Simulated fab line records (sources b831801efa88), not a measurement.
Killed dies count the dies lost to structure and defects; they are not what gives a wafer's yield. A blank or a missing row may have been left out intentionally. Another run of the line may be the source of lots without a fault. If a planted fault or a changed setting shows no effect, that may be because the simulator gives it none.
fab line records	flow sky130
[record] lots = 12	wafers = 36	lastDay = 50
route steps=708 shown CONTACT@421 VIA1@458
lots that met no fault: taken from a fault-free run of the same line
startH: hours from the record's first day to the start of the lot's first wafer shown	waitH: hours from the lot's prior step to this one	" unchanged from the row above	L1.1+2: several wafers, shown together as one row	- value missing, or start not given	* or withheld: withheld	< > ~ a bound
route shown NAME@n: names a module that has steps shown in the file, with the first one's number in the route	usual: average and standard deviation across the fault-free wafers	same: alike in all rows	chamber/n: place in a boat	sites: readings site by site	_std_site: the standard deviation of these	_edge_site: the outer-site mean with the inner-site mean subtracted	radiusMm: how far each site lies from the wafer's centre	mask NAME#n: copy n	behind: the last tool/chamber to shape the wafer	hold: why the lot was held/for how many hours/how that ended	device: the transistor (n, p or np) that didn't switch	end of line: tests of these same wafers at the route's end	a step given without rows: its recipe and nothing more	killed: dies that structure and defects cost at the first sort, which is not the same as the wafer's yield	map: dies across one wafer; x = killed, . = not, _ = none there
set.NAME: the setting as run; set.NAME@STEP: as run at that earlier step	model.NAME: the simulator's own value behind a step, which no gauge read
a sample of lots followed through the steps of the route, with each step as a table and each wafer as a row
services: from which hour (startH, from the record's first day; less than 0 if before it) a tool's chamber was out of use, for how many hours, and why
[[steps]]
[step SKY_CONTACT_OVL_MEAS_15]
[usual] CONTACT_OVL = 0/4.8
lot.wafer	tool	chamber	startH	waitH	CONTACT_OVL[nm]
L208.1	overlay-01	-	743.60	0.1	-2
L208.2	"	-	"	"	3
L208.4	"	-	"	"	5
L209.2	overlay-01	-	747.34	0.1	-8
L209.3	"	-	"	"	-7
L209.4	"	-	"	"	-6
L210.2	overlay-01	-	757.89	0.1	2
L210.4	"	-	"	"	-2
L210.6	"	-	"	"	-9
L212.4	overlay-02	-	773.75	0.1	3
L212.5	"	-	"	"	4
L212.6	"	-	"	"	-2
L213.1	overlay-01	-	778.24	0.1	6
L213.2	"	-	"	"	4
L213.5	"	-	"	"	5
L215.1	overlay-01	-	797.53	0.1	-5
L215.4	"	-	"	"	-1
L215.6	"	-	"	"	0
L216.4	overlay-01	-	811.40	0.1	7
L216.5	"	-	"	"	2
L216.6	"	-	"	"	0
L218.2	overlay-02	-	822.61	0.1	-2
L218.5	"	-	"	"	3
L218.6	"	-	"	"	-4
L219.2	overlay-02	-	827.73	0.1	6
L219.4	"	-	"	"	5
L219.6	"	-	"	"	5
L224.2	overlay-02	-	863.84	0.1	4
L224.3	"	-	"	"	0
L224.6	"	-	"	"	-11
L225.1	overlay-02	-	865.74	0.1	0
L225.3	"	-	"	"	-4
L225.4	"	-	"	"	2
L229.2	overlay-02	-	903.48	0.1	-6
L229.4	"	-	"	"	-2
L229.5	"	-	"	"	-7
[step SKY_CONTACT_ETCH_17]
[recipe] target = SiO2	chemistry = C4F8/O2/Ar	stopOn = Si3N4	maskMaterial = KrF-thick	sourceW = 1500	biasW = 1200	pressureMtorr = 40	c4f8FlowSccm = withheld	O2_flow_sccm = 6	Ar_flow_sccm = 300	timeS = withheld	targetDepthA = 3400
[usual] oesProductAu = 0.892/0.0044
lot.wafer	tool	chamber	startH	waitH	oesProductAu
L208.1	rieDiel-04	2	743.68	0.0	0.885
L208.2	"	3	"	"	0.889
L208.4	"	3	"	"	0.883
L209.2	rieDiel-03	1	747.41	0.0	0.893
L209.3	"	3	"	"	0.892
L209.4	"	2	"	"	0.895
L210.2	rieDiel-01	3	757.96	0.0	0.893
L210.4	"	2	"	"	0.890
L210.6	"	3	"	"	0.898
L212.4	rieDiel-01	3	773.81	0.0	0.895
L212.5	"	0	"	"	0.896
L212.6	"	3	"	"	0.889
L213.1	rieDiel-04	3	778.31	0.0	0.890
L213.2	"	2	"	"	0.900
L213.5	"	0	"	"	0.890
L215.1	rieDiel-04	0	797.63	0.0	0.889
L215.4	"	0	"	"	0.897
L215.6	"	0	"	"	0.888
L216.4	rieDiel-04	3	811.46	0.0	0.898
L216.5	"	1	"	"	0.888
L216.6	"	0	"	"	0.902
L218.2	rieDiel-03	0	822.68	0.0	0.888
L218.5	"	2	"	"	0.891
L218.6	"	3	"	"	0.896
L219.2	rieDiel-03	3	827.81	0.0	0.893
L219.4	"	0	"	"	0.890
L219.6	"	0	"	"	0.890
L224.2	rieDiel-04	1	863.91	0.0	0.886
L224.3	"	2	"	"	0.887
L224.6	"	0	"	"	0.893
L225.1	rieDiel-04	0	865.81	0.0	0.896
L225.3	"	1	"	"	0.900
L225.4	"	2	"	"	0.885
L229.2	rieDiel-01	0	903.56	0.0	0.888
L229.4	"	1	"	"	0.884
L229.5	"	2	"	"	0.895
[step SKY_CONTACT_THK_MEAS_26]
[recipe] thkMeasGauge = xrf	reads = W_of_CONTACT_CVD_24
[usual] CONTACT_W_THK = 341/5.2
lot.wafer	tool	chamber	startH	waitH	CONTACT_W_THK[nm]
L208.1	filmMetro-04	-	744.65	0.1	339
L208.2	"	-	"	"	338
L208.4	"	-	"	"	343
L209.2	filmMetro-02	-	748.40	0.1	345
L209.3	"	-	"	"	347
L209.4	"	-	"	"	338
L210.2	filmMetro-02	-	758.99	0.1	340
L210.4	"	-	"	"	343
L210.6	"	-	"	"	341
L212.4	filmMetro-04	-	774.82	0.1	338
L212.5	"	-	"	"	341
L212.6	"	-	"	"	343
L213.1	filmMetro-02	-	779.33	0.1	338
L213.2	"	-	"	"	344
L213.5	"	-	"	"	343
L215.1	filmMetro-04	-	798.74	0.1	343
L215.4	"	-	"	"	344
L215.6	"	-	"	"	344
L216.4	filmMetro-02	-	812.50	0.1	336
L216.5	"	-	"	"	331
L216.6	"	-	"	"	334
L218.2	filmMetro-02	-	823.67	0.1	341
L218.5	"	-	"	"	341
L218.6	"	-	"	"	335
L219.2	filmMetro-02	-	828.79	0.1	338
L219.4	"	-	"	"	338
L219.6	"	-	"	"	343
L224.2	filmMetro-04	-	864.90	0.1	338
L224.3	"	-	"	"	341
L224.6	"	-	"	"	336
L225.1	filmMetro-02	-	866.80	0.1	331
L225.3	"	-	"	"	332
L225.4	"	-	"	"	331
L229.2	filmMetro-01	-	904.57	0.1	345
L229.4	"	-	"	"	349
L229.5	"	-	"	"	352
[step SKY_VIA1_HDPCVD_00]
[recipe] material = SiO2	targetThkNm = 1030	sigmaOpenFrac = 0.3	timeS = 171.7	tempC = 400	sih4FlowSccm = 60	pressureMtorr = 6
[usual] sih4FlowSccm = 59.99/0.19
lot.wafer	tool	chamber	startH	waitH	sih4FlowSccm
L208.1	hdpcvd-02	2	773.10	0.0	59.80
L208.2	"	0	"	"	60.05
L208.4	"	2	"	"	59.95
L209.2	hdpcvd-01	0	776.43	0.0	59.88
L209.3	"	1	"	"	60.08
L209.4	"	1	"	"	59.93
L210.2	hdpcvd-02	2	788.00	0.0	59.82
L210.4	"	0	"	"	59.89
L210.6	"	1	"	"	60.12
L212.4	hdpcvd-02	1	802.44	0.1	60.37
L212.5	"	1	"	"	60.26
L212.6	"	2	"	"	60.06
L213.1	hdpcvd-02	1	807.69	0.0	59.57
L213.2	"	0	"	"	60.18
L213.5	"	0	"	"	60.02
L215.1	hdpcvd-01	0	826.52	0.0	60.45
L215.4	"	2	"	"	59.78
L215.6	"	1	"	"	59.91
L216.4	hdpcvd-02	0	840.03	0.1	59.92
L216.5	"	2	"	"	59.91
L216.6	"	1	"	"	60.05
L218.2	hdpcvd-02	1	851.27	0.0	59.86
L218.5	"	2	"	"	59.83
L218.6	"	1	"	"	60.14
L219.2	hdpcvd-01	2	856.85	0.0	60.20
L219.4	"	1	"	"	60.07
L219.6	"	2	"	"	59.65
L224.2	hdpcvd-02	0	891.94	0.0	90.10
L224.3	"	1	"	"	60.20
L224.6	"	0	"	"	89.87
L225.1	hdpcvd-02	2	894.15	0.0	60.02
L225.3	"	0	"	"	90.06
L225.4	"	2	"	"	60.02
L229.2	hdpcvd-01	2	929.97	0.0	59.90
L229.4	"	2	"	"	59.92
L229.5	"	1	"	"	59.96
[step SKY_VIA1_THK_MEAS_01]
[recipe] reads = SiO2_of_VIA1_HDPCVD_00
[usual] VIA1_HDPCVD_THK = 1031/9
lot.wafer	tool	chamber	startH	waitH	hold	VIA1_HDPCVD_THK[nm]
L208.1	filmMetro-01	-	773.21	0.1	-	1036
L208.2	"	-	"	"	-	1031
L208.4	"	-	"	"	-	1029
L209.2	filmMetro-03	-	776.55	0.1	-	1039
L209.3	"	-	"	"	-	1040
L209.4	"	-	"	"	-	1029
L210.2	filmMetro-01	-	788.12	0.1	-	1030
L210.4	"	-	"	"	-	1034
L210.6	"	-	"	"	-	1047
L212.4	filmMetro-01	-	802.58	0.1	-	1032
L212.5	"	-	"	"	-	1039
L212.6	"	-	"	"	-	1042
L213.1	filmMetro-04	-	807.80	0.1	-	1027
L213.2	"	-	"	"	-	1021
L213.5	"	-	"	"	-	1035
L215.1	filmMetro-03	-	826.63	0.1	-	1033
L215.4	"	-	"	"	-	1028
L215.6	"	-	"	"	-	1021
L216.4	filmMetro-01	-	840.11	0.0	-	1018
L216.5	"	-	"	"	-	1024
L216.6	"	-	"	"	-	1031
L218.2	filmMetro-01	-	851.39	0.1	-	1048
L218.5	"	-	"	"	-	1039
L218.6	"	-	"	"	-	1045
L219.2	filmMetro-01	-	856.97	0.1	-	1038
L219.4	"	-	"	"	-	1029
L219.6	"	-	"	"	-	1033
L224.2	filmMetro-03	-	892.06	0.1	awaitDispo/0.2h/release	1545
L224.3	"	-	"	"	awaitDispo/0.2h/release	1042
L224.6	"	-	"	"	awaitDispo/0.2h/release	1544
L224.2	filmMetro-03	-	892.29	0.2	-	1545
L224.3	"	-	"	"	-	1041
L224.6	"	-	"	"	-	1545
L225.1	filmMetro-03	-	894.26	0.1	awaitDispo/0.2h/release	1026
L225.3	"	-	"	"	awaitDispo/0.2h/release	1552
L225.4	"	-	"	"	awaitDispo/0.2h/release	1023
L225.1	filmMetro-03	-	894.49	0.2	-	1025
L225.3	"	-	"	"	-	1553
L225.4	"	-	"	"	-	1023
L229.2	filmMetro-03	-	930.09	0.1	-	1012
L229.4	"	-	"	"	-	1016
L229.5	"	-	"	"	-	1009
[[services]]
tool	chamber	startH	hours	kind
rieDiel-04	0	732.22	-	clean
rieDiel-04	0	732.22	21.7	scheduledDown
rieDiel-04	0	732.22	21.7	ventCycle
rieDiel-04	-	735.72	2.8	pm
rieDiel-01	0	744.38	8.8	repair
rieDiel-04	1	753.92	-	clean
rieDiel-04	1	753.92	33.5	scheduledDown
rieDiel-04	1	753.92	33.5	ventCycle
rieDiel-03	-	756.25	0.6	repair
rieDiel-04	1	789.75	18.6	repair
rieDiel-04	3	794.01	5.3	repair
hdpcvd-02	0	798.39	7.2	repair
hdpcvd-01	2	836.78	17.7	repair
rieDiel-03	1	892.73	11.7	repair
hdpcvd-02	-	926.24	1.3	repair
[[key]]
[firstSign] step = SKY_VIA1_HDPCVD_00	reading = sih4FlowSccm	direction = up	sigmas = 99+	usual = 59.99	struck = 90.01
[effect] step = SKY_VIA1_THK_MEAS_01	reading = visit	direction = added
[effect] step = SKY_VIA1_THK_MEAS_01	reading = VIA1_HDPCVD_THK	direction = up	sigmas = 57	usual = 1031	struck = 1547
metAt SKY_VIA1_HDPCVD_00
struckLots L224,L225
struckWafers L224.2,L224.6,L225.3
notActingAt SKY_CONTACT_OVL_MEAS_15,SKY_CONTACT_ETCH_17,SKY_CONTACT_THK_MEAS_26
onsetBetween 840.03 891.94
[fault] kind = processParameterDrift	tool = hdpcvd-02	chamber = 0	onsetH = 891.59	steps = SKY_VIA1_HDPCVD_00	channel = sih4FlowSccm	offset = 30	shape = step	endH = 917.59	actsIn = theseRecipesOnly	stated = 60
